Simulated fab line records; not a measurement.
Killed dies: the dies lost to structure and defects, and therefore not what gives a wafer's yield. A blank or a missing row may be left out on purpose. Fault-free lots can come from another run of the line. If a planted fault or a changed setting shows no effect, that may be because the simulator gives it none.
Which tool did it? :: flow gf180mcu :: 12 lots with 36 wafers sampled at 5 steps, on a route of 602 steps

## WHAT THE GAUGES SHOWED, per wafer
GF_V5_THK_MEAS_25: measures by xrf.
lot: L075
measured: day 27 19:32
on: film-metro-02
V5_W_THK (nm): 355 358 357

lot: L077
measured: day 28 10:34
on: film-metro-02
V5_W_THK (nm): 355 348 354

lot: L079
measured: day 29 00:47
on: film-metro-02
V5_W_THK (nm): 352 354 351

lot: L081
measured: day 29 21:36
on: film-metro-01
V5_W_THK (nm): 347 346 350

lot: L084
measured: day 30 08:41
on: film-metro-01
V5_W_THK (nm): 358 353 357

lot: L085
measured: day 31 01:11
on: film-metro-01
V5_W_THK (nm): 356 350 351

lot: L087
measured: day 31 12:23
on: film-metro-04
V5_W_THK (nm): 349 349 347

lot: L089
measured: day 31 19:38
on: film-metro-02
V5_W_THK (nm): 347 346 345

lot: L091
measured: day 32 04:07
on: film-metro-04
V5_W_THK (nm): 345 344 350

lot: L093
measured: day 32 20:57
on: film-metro-02
V5_W_THK (nm): 353 343 352

lot: L095
measured: day 33 06:07
on: film-metro-01
V5_W_THK (nm): 349 346 356

lot: L097
measured: day 33 22:24
on: film-metro-02
V5_W_THK (nm): 358 356 354

## EACH LOT AND THE TOOL THAT RAN IT (in order: tool; ch and the chambers of the sampled wafers; start)
lot: L075
GF_M2_SPUTTER_02: pvd-sputter-03, day 18 19:39
GF_V2_STRIP_18: plasma-asher-02 ch 0,1, day 20 22:01
GF_M3_SPUTTER_00: pvd-sputter-04, day 20 23:35
GF_V4_CVD_23: cvd-w-02 ch 0,1, day 25 01:07

lot: L077
GF_M2_SPUTTER_02: pvd-sputter-04, day 19 13:53
GF_V2_STRIP_18: plasma-asher-04 ch 0,1, day 21 16:29
GF_M3_SPUTTER_00: pvd-sputter-03, day 21 18:11
GF_V4_CVD_23: cvd-w-02 ch 0,1, day 25 17:50

lot: L079
GF_M2_SPUTTER_02: pvd-sputter-03, day 20 06:15
GF_V2_STRIP_18: plasma-asher-03 ch 0,1, day 22 07:27
GF_M3_SPUTTER_00: pvd-sputter-01, day 22 08:50
GF_V4_CVD_23: cvd-w-02 ch 0,1, day 26 07:53

lot: L081
GF_M2_SPUTTER_02: pvd-sputter-04, day 21 08:52
GF_V2_STRIP_18: plasma-asher-02 ch 0,1, day 23 09:22
GF_M3_SPUTTER_00: pvd-sputter-03, day 23 10:42
GF_V4_CVD_23: cvd-w-02 ch 0,1, day 27 06:46

lot: L084
GF_M2_SPUTTER_02: pvd-sputter-03, day 21 23:57
GF_V2_STRIP_18: plasma-asher-03 ch 0,1, day 23 22:39
GF_M3_SPUTTER_00: pvd-sputter-03, day 24 00:14
GF_V4_CVD_23: cvd-w-02 ch 0, day 27 19:01

lot: L085
GF_M2_SPUTTER_02: pvd-sputter-03, day 22 20:04
GF_V2_STRIP_18: plasma-asher-03 ch 0,1, day 24 18:58
GF_M3_SPUTTER_00: pvd-sputter-03, day 24 20:12
GF_V4_CVD_23: cvd-w-01 ch 0,1, day 28 12:47

lot: L087
GF_M2_SPUTTER_02: pvd-sputter-03, day 23 09:05
GF_V2_STRIP_18: plasma-asher-03 ch 0,1, day 25 07:10
GF_M3_SPUTTER_00: pvd-sputter-01, day 25 08:23
GF_V4_CVD_23: cvd-w-01 ch 0,1, day 29 00:53

lot: L089
GF_M2_SPUTTER_02: pvd-sputter-03, day 23 18:56
GF_V2_STRIP_18: plasma-asher-04 ch 0,1, day 25 16:24
GF_M3_SPUTTER_00: pvd-sputter-01, day 25 17:37
GF_V4_CVD_23: cvd-w-01 ch 0,1, day 29 08:06

lot: L091
GF_M2_SPUTTER_02: pvd-sputter-03, day 24 07:34
GF_V2_STRIP_18: plasma-asher-03 ch 0,1, day 26 04:07
GF_M3_SPUTTER_00: pvd-sputter-04, day 26 05:55
GF_V4_CVD_23: cvd-w-02 ch 0,1, day 29 18:54

lot: L093
GF_M2_SPUTTER_02: pvd-sputter-03, day 25 04:58
GF_V2_STRIP_18: plasma-asher-04 ch 0,1, day 27 01:20
GF_M3_SPUTTER_00: pvd-sputter-01, day 27 02:35
GF_V4_CVD_23: cvd-w-02 ch 0,1, day 30 13:16

lot: L095
GF_M2_SPUTTER_02: pvd-sputter-03, day 25 16:52
GF_V2_STRIP_18: plasma-asher-04 ch 0,1, day 27 12:25
GF_M3_SPUTTER_00: pvd-sputter-04, day 27 13:45
GF_V4_CVD_23: cvd-w-01 ch 0,1, day 30 23:07

lot: L097
GF_M2_SPUTTER_02: pvd-sputter-04, day 26 13:29
GF_V2_STRIP_18: plasma-asher-02 ch 0,1, day 28 07:48
GF_M3_SPUTTER_00: pvd-sputter-04, day 28 09:02
GF_V4_CVD_23: cvd-w-01 ch 0,1, day 31 17:03
- GF_M2_SPUTTER_02: material AlCu, target thk 450 nm, time 23.9 s.
- GF_V2_STRIP_18: strips in O2/N2.
- GF_M3_SPUTTER_00: material Ti, target thk 37.5 nm, time 150 s.
- GF_V4_CVD_23: deposits W, target thk 350 nm, time 104.9 s.

## THE ANSWER, worked out from the rows above alone
Rule: the usual values come from the lots themselves. The widest of any qualifying gaps counts: lots, ordered by their means at a reading, are off when they make up no more than a third of the lots, leave a main group of 4 or more, and stand apart from it by 3 or more times the standard deviation of that group's means. A main group whose means are all the same, to the digits that the tables above print for the reading, isn't used. Also off: a lot with no number at a reading for which 4 or more lots have one. Any other lot the step has rows for is counted as sound.
Across all readings shown, no lot is off: no conclusion can be drawn from this.

## WHAT THE SIMULATOR HAD INSERTED
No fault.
